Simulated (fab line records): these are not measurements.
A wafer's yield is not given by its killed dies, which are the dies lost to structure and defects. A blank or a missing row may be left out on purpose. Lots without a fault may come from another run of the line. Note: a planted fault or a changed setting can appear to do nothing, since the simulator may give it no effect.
Split-lot experiment	flow sky130	route with 708 steps; 5 lots, 23 wafers read

## ON THE SPLIT
At SKY_VIA4_SPUTTER_17 (material TiN, target thk 20 nm, time 80 s), the setting chamberPressurePa was moved away from the recipe's 5 Pa on 10 of the 23 wafers read, by -5.0% to +7.4%. For the rest of the wafers, this setting stayed at what the recipe calls for.

The reading comes from the split's own step.

## THE READING
TiN_of_VIA4_SPUTTER_17.thkNm (the simulator's own value, which no gauge read), in nm, at SKY_VIA4_SPUTTER_17 (material TiN, target thk 20 nm, time 80 s). The file gives no usual value for it. Average 20.00 nm, standard deviation 0.13 nm, over the 13 wafers here run with the recipe.

wafer	tool, chamber at the split	chamberPressurePa as run, Pa	against the recipe	TiN_of_VIA4_SPUTTER_17.thkNm, nm	against lot-mates on the recipe
L074.1	pvdSputter-01, -	5.368	+7.4%	18.68	no lot-mate on the recipe
L074.2	pvdSputter-01, -	5.368	+7.4%	18.63	no lot-mate on the recipe
L074.3	pvdSputter-01, -	5.368	+7.4%	18.63	no lot-mate on the recipe
L074.4	pvdSputter-01, -	5.368	+7.4%	18.45	no lot-mate on the recipe
L074.5	pvdSputter-01, -	5.368	+7.4%	18.66	no lot-mate on the recipe
L076.1	pvdSputter-01, -	5	recipe	20	-
L076.2	pvdSputter-01, -	5	recipe	20.12	-
L076.3	pvdSputter-01, -	5	recipe	19.86	-
L076.5	pvdSputter-01, -	5	recipe	20.31	-
L076.6	pvdSputter-01, -	5	recipe	19.93	-
L081.1	pvdSputter-04, -	4.751	-5.0%	21.28	no lot-mate on the recipe
L081.2	pvdSputter-04, -	4.751	-5.0%	21.34	no lot-mate on the recipe
L081.3	pvdSputter-04, -	4.751	-5.0%	21.5	no lot-mate on the recipe
L081.5	pvdSputter-04, -	4.751	-5.0%	21.43	no lot-mate on the recipe
L081.6	pvdSputter-04, -	4.751	-5.0%	21.47	no lot-mate on the recipe
L083.2	pvdSputter-04, -	5	recipe	20.08	-
L083.3	pvdSputter-04, -	5	recipe	19.78	-
L083.4	pvdSputter-04, -	5	recipe	19.93	-
L083.5	pvdSputter-04, -	5	recipe	20	-
L083.6	pvdSputter-04, -	5	recipe	19.91	-
L084.1	pvdSputter-01, -	5	recipe	19.99	-
L084.2	pvdSputter-01, -	5	recipe	19.97	-
L084.5	pvdSputter-01, -	5	recipe	20.1	-

FIT RESULTS
A straight line over all 23 wafers: TiN_of_VIA4_SPUTTER_17.thkNm changes by -0.222 nm for each +1% of chamberPressurePa; r = -0.98; the points scatter about the line by 0.18 nm.
Too few moved wafers with a lot-mate on the recipe to fit a line net of each lot's own level.

## FILE'S OWN FIT
TiN_of_VIA4_SPUTTER_17.thkNm changes by -0.221 nm for each +1% of chamberPressurePa, r = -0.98.
